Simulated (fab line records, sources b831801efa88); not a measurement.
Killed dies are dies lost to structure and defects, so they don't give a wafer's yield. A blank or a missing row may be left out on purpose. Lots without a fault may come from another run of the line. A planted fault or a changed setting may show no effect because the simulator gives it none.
Chamber matching | flow sky130 | SKY_VIA2_ETCH_15 on rie_diel-01: 4 sister chambers
The step etches SiO2 in C4F8/O2/Ar, stops on TiN, target depth 546 nm, time 84 s. 21 wafers are shown with their chamber, then 10 later ones without.

WAFERS WITH THEIR CHAMBER
wafer  | chamber | oes_product_au (a.u.)
L301.1 | 3       | 0.934
L301.5 | 1       | 0.947
L301.6 | 0       | 0.933
L303.1 | 1       | 0.948
L303.4 | 0       | 0.938
L303.6 | 2       | 0.936
L304.2 | 0       | 0.936
L304.5 | 2       | 0.935
L304.6 | 0       | 0.941
L305.1 | 0       | 0.940
L305.2 | 1       | 0.932
L305.6 | 2       | 0.939
L309.1 | 1       | 0.936
L317.3 | 2       | 0.942
L317.4 | 2       | 0.934
L317.6 | 0       | 0.944
L318.4 | 1       | 0.933
L318.5 | 0       | 0.942
L318.6 | 3       | 0.936
L320.2 | 2       | 0.942
L320.3 | 1       | 0.940

SIGNATURES (means of the wafers above)
reading        | chamber 0 | chamber 1 | chamber 2 | chamber 3 | scatter within a chamber
oes_product_au | 0.93914   | 0.93933   | 0.93800   | 0.93500   | 0.00478
Rule: a wafer's distance from a chamber is the root of the sum, over the readings, of the square of ((its reading less the chamber's mean) divided by the reading's scatter). The wafer belongs to the nearest chamber; if the next one is less than 2 further off, it can't be placed. The scatter: the root of (the sum of the squares of (reading less its chamber's mean) over the shown wafers, divided by (wafers less chambers)).

WAFERS WITHOUT THEIR CHAMBER
wafer  | oes_product_au (a.u.)
L320.6 | 0.943
L321.2 | 0.945
L321.3 | 0.947
L321.5 | 0.930
L322.1 | 0.939
L322.3 | 0.944
L322.5 | 0.939
L324.2 | 0.939
L324.4 | 0.945
L324.5 | 0.943

WHICH CHAMBER EACH WENT THROUGH
wafer  | from the rows above               | in truth
L320.6 | can't be placed: 1 or 0 or 2 or 3 | 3
L321.2 | can't be placed: 1 or 0 or 2 or 3 | 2
L321.3 | can't be placed: 1 or 0 or 2 or 3 | 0
L321.5 | can't be placed: 3 or 2 or 0 or 1 | 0
L322.1 | can't be placed: 0 or 1 or 2 or 3 | 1
L322.3 | can't be placed: 1 or 0 or 2 or 3 | 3
L322.5 | can't be placed: 0 or 1 or 2 or 3 | 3
L324.2 | can't be placed: 0 or 1 or 2 or 3 | 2
L324.4 | can't be placed: 1 or 0 or 2 or 3 | 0
L324.5 | can't be placed: 1 or 0 or 2 or 3 | 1
Placed correctly: 0 of 10. Can't be placed from these rows: 10 (the true chamber is among the candidates in 10). Placed wrongly: 0.
